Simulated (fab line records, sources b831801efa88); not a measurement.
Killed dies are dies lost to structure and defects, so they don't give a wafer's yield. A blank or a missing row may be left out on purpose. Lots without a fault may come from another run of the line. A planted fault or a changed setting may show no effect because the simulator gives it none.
fab line records | flow sky130
record lots=11 wafers=33 last_day=50
route steps=708 shown NWELL@64 CONTACT@411
lots that met no fault: from a run of the same line without faults
start_h: hours from the record's first day to the start of the lot's first wafer shown | wait_h: hours since the lot's step before | " the same as in the row above | L1.1+2: a row that stands for several wafers | - no value, or no start given | * or withheld: withheld | < > ~ a bound
route shown NAME@n: a module of which the file shows steps, and the number in the route of the first | usual: mean/standard deviation of fault-free wafers | same: alike in all rows | chamber/n: place in a boat | sites: the reading at each site | _std_site: their standard deviation | _edge_site: outer sites' mean less inner sites' | radius_mm: how far each site lies from the wafer's centre | mask NAME#n: copy n | behind: the tool/chamber that last shaped the wafer | hold: why the lot was held/for how many hours/how that ended | device: the transistor (n, p or np) that didn't switch | end of line: the same wafers' tests at the end of the route | a step without rows: its recipe alone | killed: dies lost to structure and defects at the first sort, not the wafer's yield | map: a wafer's dies, x killed, . not, _ none there
set.NAME: the setting as run; set.NAME@STEP: as run at that earlier step | model.NAME: the simulator's own value behind a step, which no gauge read
steps of the route over a sample of lots; a table a step, a row a wafer
services: from which hour (start_h, from the record's first day; less than 0 if before it) a tool's chamber was out of use, for how many hours, and why
## steps
# step SKY_NWELL_IMPLANT_11
# recipe species=P energy_kev=400 dose_cm2=1.9e+13 tilt_deg=withheld
# usual beam_on_s=10.00/0.2 dose_ions_cm2=1.9003e+13/2.1e+10 faraday_current_uA=107.1/2.2
# columns lot.wafer tool chamber start_h wait_h beam_on_s dose_ions_cm2 faraday_current_uA
L832.2 implanter-04 0 89.94 0.0 9.98 1.8994e+13 107.5
L832.3 " 0 " " 9.88 1.9005e+13 108.2
L832.5 " 0 " " 10.07 1.8985e+13 106.6
L834.2 implanter-04 0 99.78 0.0 10.04 1.8988e+13 106.1
L834.3 " 0 " " 10.14 1.9003e+13 105.6
L834.4 " 0 " " 10.04 1.9013e+13 106.4
L837.1 implanter-02 0 122.36 0.0 10.07 1.8988e+13 106.5
L837.2 " 0 " " 10.04 1.8983e+13 106.5
L837.5 " 0 " " 10.34 1.8991e+13 103.8
L839.3 implanter-02 0 131.06 0.1 10.06 1.9015e+13 106.3
L839.4 " 0 " " 10.16 1.9023e+13 105.2
L839.6 " 0 " " 9.89 1.9009e+13 108.5
L841.1 implanter-03 0 143.51 0.0 10.11 1.8985e+13 106.4
L841.2 " 0 " " 10.12 1.9007e+13 105.8
L841.3 " 0 " " 10.06 1.9007e+13 106.6
L842.1 implanter-03 0 149.25 0.0 10.12 1.8989e+13 105.2
L842.2 " 0 " " 10.38 1.8998e+13 102.9
L842.5 " 0 " " 10.15 1.8987e+13 105.0
L843.4 implanter-02 0 154.87 0.1 10.16 2.1298e+13 118.1
L843.5 " 0 " " 10.01 2.1286e+13 120.4
L843.6 " 0 " " 10.09 2.1306e+13 120.0
L845.2 implanter-02 0 166.42 0.0 9.76 2.1355e+13 122.9
L845.4 " 0 " " 9.89 2.1354e+13 121.4
L845.6 " 0 " " 9.92 2.1339e+13 120.8
L849.1 implanter-03 0 191.35 0.0 10.19 1.9057e+13 104.8
L849.2 " 0 " " 10.16 1.9033e+13 105.3
L849.6 " 0 " " 9.63 1.903e+13 111.0
L851.1 implanter-04 0 199.76 0.0 9.81 1.9024e+13 108.9
L851.2 " 0 " " 10.50 1.8989e+13 101.6
L851.4 " 0 " " 10.25 1.8965e+13 104.7
L854.2 implanter-03 0 219.03 0.0 9.99 1.8994e+13 107.0
L854.4 " 0 " " 9.93 1.9022e+13 107.9
L854.5 " 0 " " 10.17 1.9026e+13 105.0
# step SKY_NWELL_TW_MEAS_15
# usual NWELL_TW=1821/11
# columns lot.wafer tool chamber start_h wait_h NWELL_TW
L832.2 film_metro-03 - 90.47 0.1 1830
L832.3 " - " " 1823
L832.5 " - " " 1825
L834.2 film_metro-02 - 100.31 0.1 1801
L834.3 " - " " 1821
L834.4 " - " " 1813
L837.1 film_metro-01 - 122.91 0.1 1802
L837.2 " - " " 1804
L837.5 " - " " 1808
L839.3 film_metro-01 - 131.58 0.1 1812
L839.4 " - " " 1815
L839.6 " - " " 1809
L841.1 film_metro-02 - 144.06 0.1 1814
L841.2 " - " " 1815
L841.3 " - " " 1830
L842.1 film_metro-01 - 149.80 0.1 1814
L842.2 " - " " 1816
L842.5 " - " " 1816
L843.4 film_metro-02 - 155.38 0.1 1879
L843.5 " - " " 1890
L843.6 " - " " 1885
L845.2 film_metro-02 - 166.96 0.1 1871
L845.4 " - " " 1887
L845.6 " - " " 1872
L849.1 film_metro-03 - 191.90 0.1 1835
L849.2 " - " " 1833
L849.6 " - " " 1851
L851.1 film_metro-01 - 200.31 0.1 1823
L851.2 " - " " 1823
L851.4 " - " " 1822
L854.2 film_metro-02 - 219.56 0.1 1827
L854.4 " - " " 1825
L854.5 " - " " 1813
# step SKY_NWELL_RS_MEAS_29
# recipe thk_meas_gauge=four-point-probe
# usual NWELL_RS=624.8/1.5
# columns lot.wafer tool chamber start_h wait_h NWELL_RS[ohm/sq]
L832.2 film_metro-02 - 108.38 0.1 624.7
L832.3 " - " " 623.9
L832.5 " - " " 625.5
L834.2 film_metro-03 - 118.93 0.1 624.6
L834.3 " - " " 625.4
L834.4 " - " " 624.5
L837.1 film_metro-02 - 142.73 0.1 624.5
L837.2 " - " " 626.0
L837.5 " - " " 624.1
L839.3 film_metro-03 - 151.61 0.1 624.6
L839.4 " - " " 625.0
L839.6 " - " " 624.3
L841.1 film_metro-01 - 164.26 0.1 626.5
L841.2 " - " " 626.0
L841.3 " - " " 625.3
L842.1 film_metro-02 - 170.56 0.1 625.4
L842.2 " - " " 625.7
L842.5 " - " " 624.6
L843.4 film_metro-02 - 176.77 0.1 589.8
L843.5 " - " " 588.1
L843.6 " - " " 587.9
L845.2 film_metro-03 - 187.43 0.2 588.4
L845.4 " - " " 587.7
L845.6 " - " " 588.7
L849.1 film_metro-02 - 212.97 0.1 623.3
L849.2 " - " " 623.8
L849.6 " - " " 625.1
L851.1 film_metro-03 - 222.62 0.1 627.2
L851.2 " - " " 625.6
L851.4 " - " " 627.5
L854.2 film_metro-02 - 242.49 0.1 626.8
L854.4 " - " " 627.3
L854.5 " - " " 627.0
# step SKY_CONTACT_BOW_MEAS_05
# recipe mode=bow
# usual CONTACT_BOW=81/7
# columns lot.wafer tool chamber start_h wait_h CONTACT_BOW[um]
L832.2 film_metro-01 - 716.42 0.3 80
L832.3 " - " " 87
L832.5 " - " " 85
L834.2 film_metro-01 - 728.29 0.1 72
L834.3 " - " " 75
L834.4 " - " " 79
L837.1 film_metro-01 - 761.50 0.1 66
L837.2 " - " " 85
L837.5 " - " " 87
L839.3 film_metro-01 - 772.93 0.3 94
L839.4 " - " " 90
L839.6 " - " " 76
L841.1 film_metro-01 - 776.11 0.2 80
L841.2 " - " " 73
L841.3 " - " " 78
L845.2 film_metro-03 - 808.54 0.2 90
L845.4 " - " " 75
L845.6 " - " " 74
L842.1 film_metro-03 - 813.53 0.1 78
L842.2 " - " " 77
L842.5 " - " " 77
L843.4 film_metro-03 - 814.94 0.3 96
L843.5 " - " " 76
L843.6 " - " " 75
L849.1 film_metro-03 - 849.55 0.2 86
L849.2 " - " " 93
L849.6 " - " " 76
L851.1 film_metro-01 - 856.56 0.2 75
L851.2 " - " " 83
L851.4 " - " " 91
L854.2 film_metro-01 - 879.44 0.1 76
L854.4 " - " " 89
L854.5 " - " " 84
# step SKY_CONTACT_ETCH_18
# recipe target=Si3N4 chemistry=CHF3/O2 stop_on=TiN source_w=600 bias_w=200 pressure_mtorr=40 chf3_flow_sccm=50 O2_flow_sccm=5 time_s=39 target_depth_a=750
# usual drypump_motor_current_A=5.8/0.51 oes_product_au=0.852/0.0074 throttle_valve_pct=8.793/0.0097
# columns lot.wafer tool chamber start_h wait_h drypump_motor_current_A oes_product_au rf_hours_counter_h throttle_valve_pct
L832.2 rie_diel-01 3 - - 5.6 0.857 5 8.810
L832.3 " 0 " " 5.6 0.848 20 8.780
L832.5 " 0 " " 5.6 0.850 - 8.795
L834.2 rie_diel-03 0 - - 6.7 0.848 28 8.789
L834.3 " 2 " " 6.1 0.857 6 8.773
L834.4 " 3 " " 6.4 0.860 18 8.777
L837.1 rie_diel-01 0 - - 5.5 0.852 22 8.791
L837.2 " 1 " " 5.5 0.857 11 8.797
L837.5 " 1 " " 5.5 0.868 - 8.785
L839.3 rie_diel-01 1 - - 5.5 0.844 12 8.789
L839.4 " 0 " " 5.5 0.854 - 8.785
L839.6 " 3 " " 5.5 0.850 - 8.784
L841.1 rie_diel-03 0 - - 6.7 0.851 30 8.792
L841.2 " 3 " " 6.5 0.854 20 8.801
L841.3 " 1 " " 5.0 0.852 27 8.785
L845.2 rie_diel-03 1 - - 4.9 0.846 28 8.784
L845.4 " 0 " " 6.7 0.854 31 8.778
L845.6 " 1 " " 5.0 0.851 - 8.810
L842.1 rie_diel-04 3 - - 6.3 0.843 10 8.800
L842.2 " 2 " " 5.5 0.849 13 8.782
L842.5 " 2 " " 5.5 0.850 - 8.793
L843.4 rie_diel-04 3 - - 6.3 0.846 10 8.782
L843.5 " 3 " " 6.3 0.857 - 8.786
L843.6 " 0 " " 5.9 0.856 - 8.774
L849.1 rie_diel-03 2 - - 6.1 0.855 10 8.806
L849.2 " 1 " " 5.0 0.839 30 8.784
L849.6 " 1 " " 5.0 0.867 - 8.788
L851.1 rie_diel-03 1 - - 4.9 0.840 30 8.791
L851.2 " 2 " " 6.1 0.848 11 8.782
L851.4 " 2 " " 6.1 0.855 - 8.792
L854.2 rie_diel-04 1 - - 5.5 0.848 4 8.801
L854.4 " 2 " " 5.5 0.850 15 8.805
L854.5 " 3 " " 6.3 0.865 - 8.804
# step SKY_CONTACT_SPUTTER_23
# recipe material=TiN target_thk_nm=20 chamber_pressure_pa=5 power_w=4000 time_s=80
# usual chamber_pressure_pa=4.999/0.0095 throttle_valve_pct=30.1/0.96
# columns lot.wafer tool chamber start_h wait_h chamber_pressure_pa throttle_valve_pct
L832.2 pvd_sputter-04 - 744.56 0.0 4.997 28.6
L832.3 " - " " 5.005 31.1
L832.5 " - " " 4.992 30.8
L834.2 pvd_sputter-01 - 756.25 0.0 4.998 30.4
L834.3 " - " " 5.001 31.6
L834.4 " - " " 4.998 29.8
L837.1 pvd_sputter-02 - 789.59 0.0 5.010 28.5
L837.2 " - " " 5.007 29.3
L837.5 " - " " 5.013 28.3
L839.3 pvd_sputter-02 - 800.19 0.0 5.011 30.2
L839.4 " - " " 4.993 29.4
L839.6 " - " " 5.010 29.4
L841.1 pvd_sputter-02 - 803.26 0.0 5.000 29.5
L841.2 " - " " 5.002 28.2
L841.3 " - " " 4.994 29.9
L845.2 pvd_sputter-02 - 836.04 0.0 4.983 29.5
L845.4 " - " " 4.978 29.9
L845.6 " - " " 4.988 30.1
L842.1 pvd_sputter-01 - 840.74 0.0 4.990 31.9
L842.2 " - " " 5.009 31.4
L842.5 " - " " 4.987 30.3
L843.4 pvd_sputter-01 - 842.44 0.0 4.988 31.7
L843.5 " - " " 4.996 31.1
L843.6 " - " " 5.018 29.8
L849.1 pvd_sputter-02 - 875.95 0.0 4.981 30.1
L849.2 " - " " 4.992 29.5
L849.6 " - " " 4.985 29.2
L851.1 pvd_sputter-04 - 882.13 0.0 5.007 28.5
L851.2 " - " " 4.983 30.5
L851.4 " - " " 5.001 31.1
L854.2 pvd_sputter-02 - 905.79 0.0 4.984 29.8
L854.4 " - " " 5.008 30.0
L854.5 " - " " 4.994 28.5
## services
# columns tool chamber start_h hours kind
rie_diel-03 1 84.38 22.3 repair
rie_diel-03 0 134.12 10.9 repair
rie_diel-03 - 148.56 2.8 pm
rie_diel-03 1 162.07 7.0 repair
rie_diel-03 - 175.50 15.6 pm
pvd_sputter-02 - 204.45 5.5 repair
pvd_sputter-02 - 224.80 4.8 repair
implanter-03 - 233.40 4.8 pm
rie_diel-03 2 362.16 6.6 repair
rie_diel-03 - 370.30 1.0 repair
pvd_sputter-02 - 405.88 1.5 repair
rie_diel-03 2 450.81 3.1 repair
rie_diel-03 0 486.61 7.2 repair
rie_diel-03 - 490.06 4.6 repair
rie_diel-03 - 583.65 1.5 repair
rie_diel-03 2 585.45 5.3 repair
rie_diel-03 1 609.32 21.4 repair
rie_diel-03 3 687.53 19.6 repair
rie_diel-03 3 722.46 1.3 repair
pvd_sputter-02 - 766.11 1.9 repair
pvd_sputter-02 - 837.47 10.3 repair
rie_diel-03 0 840.05 70.6 repair
pvd_sputter-02 - 880.16 4.3 repair
pvd_sputter-02 - 892.28 0.5 repair
## key
first_sign step=SKY_NWELL_IMPLANT_11 reading=dose_ions_cm2 direction=up sigmas=99+ usual=* struck=*
effect step=SKY_NWELL_IMPLANT_11 reading=faraday_current_uA direction=up sigmas=6.2 usual=107.1 struck=120.6
effect step=SKY_NWELL_TW_MEAS_15 reading=NWELL_TW direction=up sigmas=5.3 usual=1821 struck=1881
effect step=SKY_NWELL_RS_MEAS_29 reading=NWELL_RS direction=down sigmas=24 usual=624.8 struck=588.4
met_at SKY_NWELL_IMPLANT_11
struck_lots L843,L845
tester_left_out L843,L845
not_acting_at SKY_CONTACT_BOW_MEAS_05,SKY_CONTACT_ETCH_18,SKY_CONTACT_SPUTTER_23
onset_between 131.06 154.87
fault kind=process_parameter_drift tool=implanter-02 chamber=- onset_h=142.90 steps=SKY_NWELL_IMPLANT_11 channel=dose_cm2 offset=* shape=step end_h=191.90 acts_in=* stated=*
# tester_left_out: of these lots the tester's yield and bins aren't shown, on N5 and GAA mostly nor the transistor test; their killed dies are dies lost to structure and defects alone, not to doping, threshold or leakage, so they don't give the yield
